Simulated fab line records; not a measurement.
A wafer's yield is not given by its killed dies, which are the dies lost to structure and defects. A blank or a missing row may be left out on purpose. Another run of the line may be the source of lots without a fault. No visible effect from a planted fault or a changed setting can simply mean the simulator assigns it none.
A struck lot beside a sound one | flow gf180mcu | 44 out of 602 route steps
Sound: the wafers L890.2, L890.5, L890.6. Struck: wafers L896.2, L896.3, L896.5. The cause is named last.
Each step with rows lists, per side, the tool, then ch with its chambers, then its first start. Under that, the readings that differ: sound wafers | struck wafers | difference of the means | sigmas: that difference in standard deviations of wafers without a fault.
alike: readings with means less than 2 such deviations apart, plus words and numbers identical on both sides. not compared: withheld readings, readings lacking a value on some wafer, bounds such as >300 that could conceal the same value, and numbers that have no deviation in the record and whose values overlap.
Wherever a step has rows on one side only, a row that says differs or no value, or a row with sigmas, the two part there. Numbers that have no deviation but don't overlap get no sigmas and don't part them. A reading missing from all wafers of one side parts the sides only when that side holds two or more wafers.

first, 1 step without rows for these wafers: GF_MVSD_IMPLANT_09.
GF_MVSD_STRIP_10: strips in O2/N2.
  sound on plasma-asher-01 ch 0,1, day 5 11:05; struck on plasma-asher-03 ch 0,1, day 6 22:09
  alike: drypump-motor-current-A, heater-power-w, oes-product-au, platen-temp-c, strip-time-to-endpoint-s
  not compared: rf-hours-counter-h
GF_MVSD_TW_MEAS_11:
  sound on film-metro-04, day 5 11:11; struck on film-metro-04, day 6 22:16
  alike: MVSD_TW
then, 7 steps without rows for these wafers: GF_MVPSD_DEHYDRATE_00 (time 60 s); GF_MVPSD_HMDS_01 (prime time 60 s); GF_MVPSD_COAT_02 (resist thk 3000 nm); GF_MVPSD_SOFTBAKE_03; GF_MVPSD_EXPOSE_04 (exposes mask MVPSD, target cd 1000 nm); GF_MVPSD_PEB_05; GF_MVPSD_DEVELOP_06 (develop time 60 s).
GF_MVPSD_OVL_MEAS_07:
  sound on overlay-01, day 6 01:43; struck on overlay-01, day 7 13:27
  alike: MVPSD_OVL
next, for these wafers, 1 step has no rows: GF_MVPSD_IMPLANT_08.
GF_MVPSD_IMPLANT_09:
  sound on implanter-02 ch 0, day 6 02:05; struck on implanter-02 ch 0, day 7 13:39
  reading            | sound                         | struck                         | difference  | sigmas
  dose-ions-cm2      | 5.003e+12 5.005e+12 5.006e+12 | 3.8234e+13 3.823e+13 3.823e+13 | +3.3227e+13 | +99 or more
  faraday-current-uA | 28.2 27.8 28.0                | 210.5 218.2 212.0              | +185.6      | +99 or more
  alike: beam-energy-keV
GF_MVPSD_STRIP_10: strips in O2/N2.
  sound on plasma-asher-03 ch 0,1, day 6 02:20; struck on plasma-asher-03 ch 0,1, day 7 13:47
  reading           | sound                | struck               | difference | sigmas
  platen-temp-c (C) | 249.82 249.68 250.14 | 249.93 250.32 250.41 | +0.34      | +2
  alike: drypump-motor-current-A, heater-power-w, oes-product-au, strip-time-to-endpoint-s
  not compared: rf-hours-counter-h
GF_MVPSD_TW_MEAS_11:
  sound on film-metro-03, day 6 02:27; struck on film-metro-04, day 7 13:53
  reading  | sound             | struck            | difference | sigmas
  MVPSD_TW | 561.0 557.3 555.5 | 701.9 704.3 700.5 | +144.3     | +69
then, 7 steps without rows for these wafers: GF_VT_IMPLANT_DEHYDRATE_00 (time 60 s); GF_VT_IMPLANT_HMDS_01 (prime time 60 s); GF_VT_IMPLANT_COAT_02 (resist thk 1000 nm); GF_VT_IMPLANT_SOFTBAKE_03 (time 60 s); GF_VT_IMPLANT_EXPOSE_04 (exposes mask LVPWELL LV AREA, target cd 600 nm); GF_VT_IMPLANT_PEB_05; GF_VT_IMPLANT_DEVELOP_06 (develop time 60 s).
GF_VT_IMPLANT_OVL_MEAS_07:
  sound on overlay-01, day 6 17:15; struck on overlay-01, day 8 06:09
  alike: VT_IMPLANT_OVL
next, for these wafers, 1 step has no rows: GF_VT_IMPLANT_IMPLANT_08.
GF_VT_IMPLANT_STRIP_09: strips in O2/N2.
  sound on plasma-asher-02 ch 0,1, day 6 17:26; struck on plasma-asher-02 ch 0,1, day 8 06:20
  reading               | sound             | struck            | difference | sigmas
  oes-product-au (a.u.) | 0.724 0.721 0.720 | 0.711 0.717 0.711 | -0.009     | -2
  alike: drypump-motor-current-A, heater-power-w, platen-temp-c, strip-time-to-endpoint-s
  not compared: rf-hours-counter-h
GF_VT_IMPLANT_TW_MEAS_10:
  sound on film-metro-01, day 6 17:32; struck on film-metro-02, day 8 06:26
  reading       | sound             | struck            | difference | sigmas
  VT_IMPLANT_TW | 558.5 562.5 561.7 | 567.8 567.4 568.4 | +7.0       | +3
then, 7 steps without rows for these wafers: GF_VT_IMPLANT_DEHYDRATE_11 (time 60 s); GF_VT_IMPLANT_HMDS_12 (prime time 60 s); GF_VT_IMPLANT_COAT_13 (resist thk 1000 nm); GF_VT_IMPLANT_SOFTBAKE_14 (time 60 s); GF_VT_IMPLANT_EXPOSE_15 (exposes mask Nwell LV AREA, target cd 860 nm); GF_VT_IMPLANT_PEB_16; GF_VT_IMPLANT_DEVELOP_17 (develop time 60 s).
GF_VT_IMPLANT_OVL_MEAS_18:
  sound on overlay-01, day 7 09:15; struck on overlay-01, day 8 21:49
  alike: VT_IMPLANT_01_OVL
next, for these wafers, 1 step has no rows: GF_VT_IMPLANT_IMPLANT_19.
GF_VT_IMPLANT_STRIP_20: strips in O2/N2.
  sound on plasma-asher-04 ch 0,1, day 7 09:26; struck on plasma-asher-01 ch 0,1, day 8 21:59
  alike: drypump-motor-current-A, heater-power-w, oes-product-au, platen-temp-c, strip-time-to-endpoint-s
  not compared: rf-hours-counter-h
GF_VT_IMPLANT_TW_MEAS_21:
  sound on film-metro-04, day 7 09:32; struck on film-metro-02, day 8 22:08
  alike: VT_IMPLANT_2_TW
then, 5 steps without rows for these wafers: GF_VT_IMPLANT_DEHYDRATE_22 (time 60 s); GF_VT_IMPLANT_HMDS_23 (prime time 60 s); GF_VT_IMPLANT_COAT_24 (resist thk 1000 nm); GF_VT_IMPLANT_SOFTBAKE_25 (time 60 s); GF_VT_IMPLANT_EXPOSE_26 (exposes mask LVPWELL HV AREA, target cd 860 nm).
GF_VT_IMPLANT_RS_MEAS_49: measures by four-point-probe.
  sound on film-metro-01, day 8 18:28; struck on film-metro-01, day 10 09:16
  reading           | sound                | struck            | difference | sigmas
  MVPSD_RS (ohm/sq) | 1165.7 1166.8 1168.5 | 673.9 674.1 673.9 | -493.0     | -99 or more
GF_PASSIVATION_PROBE_99:
  sound wafers here have rows in the record (prober-02, day 30 03:22); struck ones have none

WHERE THEY PART
Last at GF_PASSIVATION_PROBE_99 as far as this record goes, first at GF_MVPSD_IMPLANT_09.

WHY: what had been put in by the simulator
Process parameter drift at GF_MVPSD_IMPLANT_09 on implanter-02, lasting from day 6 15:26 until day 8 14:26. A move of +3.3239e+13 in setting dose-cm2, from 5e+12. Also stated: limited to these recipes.
